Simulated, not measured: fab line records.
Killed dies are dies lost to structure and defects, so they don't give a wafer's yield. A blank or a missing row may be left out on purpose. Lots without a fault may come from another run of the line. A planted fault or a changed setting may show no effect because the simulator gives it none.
2 desks, one fault	flow sky130	every desk sees just its own numbers, and what lay behind them comes last

== AT THE TOOL OWNER'S DESK: lithoTrack-01 ==
The tool's own readings at SKY_METAL2_SOFTBAKE_11 (time 90 s): means of the sampled wafers that have a number, for each lot that ran on this tool. A lot is out of limits, marked OUT, if its mean lies more than 4 standard deviations from the usual mean; the brackets give that distance.
Columns: A = exhaustPa at SKY_METAL2_SOFTBAKE_11, usual 45.0 Pa; B = plateTempC at SKY_METAL2_SOFTBAKE_11, usual 100.00 C; C = resistLineTempC at SKY_METAL2_SOFTBAKE_11, usual 22.99 C; D = runLengthS at SKY_METAL2_SOFTBAKE_11, usual 119.01 s
lot	first seen here	A	B	C	D
L541	day 36 01:00	44.7	100.18	23.03	118.67
L539	day 36 03:00	45.2	100.03	22.97	120.85 (+7.1) OUT
L542	day 36 05:00	45.0	99.93	22.95	120.19 (+4.6) OUT
L543	day 37 02:00	44.7	99.89	23.04	120.80 (+6.9) OUT
L554	day 40 01:00	45.2	100.02	22.98	118.72
L559	day 41 04:00	45.1	99.98	22.90	118.70
This desk finds L539, L542, L543 out of limits, L539 being first, at day 36 03:00 (runLengthS at SKY_METAL2_SOFTBAKE_11). Within limits: L541, L554, L559.

== AT THE METROLOGY DESK ==
What the gauges read for every lot (on any tool): the sampled wafers with a number, averaged. A lot is out of limits, marked OUT, if its mean lies more than 4 standard deviations from the usual mean; the brackets give that distance.
Columns: A = FIELD_ISO_OXIDATION_01_THK at SKY_FIELD_ISO_THK_MEAS_23, usual 10.01 nm
lot	first seen here	A
L539	day 3 02:22	10.06
L541	day 3 08:14	9.99
L542	day 3 13:28	9.80
L543	day 3 21:36	9.93
L550	day 5 06:50	10.11
L551	day 5 12:52	9.81
L554	day 6 04:52	9.60
L555	day 6 09:49	9.98
L556	day 6 15:22	9.90
L558	day 7 01:58	9.97
L559	day 7 06:39	9.99
This desk's verdict: no lot among the 11 shows anything out of limits.

== TAKEN TOGETHER ==
On L539, L542, L543, at day 36 03:00, an alarm was possible from the tool owner's desk.
From the metrology desk's view, nothing was out of limits.
The metrology desk holds a record of L539, L542, L543, inside its limits.
All the named lots went through SKY_METAL2_SOFTBAKE_11 on lithoTrack-01.

== WHAT HAD BEEN PUT IN BY THE SIMULATOR ==
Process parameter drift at SKY_METAL2_SOFTBAKE_11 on lithoTrack-01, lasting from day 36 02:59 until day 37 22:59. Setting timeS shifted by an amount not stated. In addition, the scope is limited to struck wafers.
Struck lots among those shown: L539, L542, L543.
Delay in hours, fault start to first out-of-limits reading, by desk: the tool owner's desk at 0.
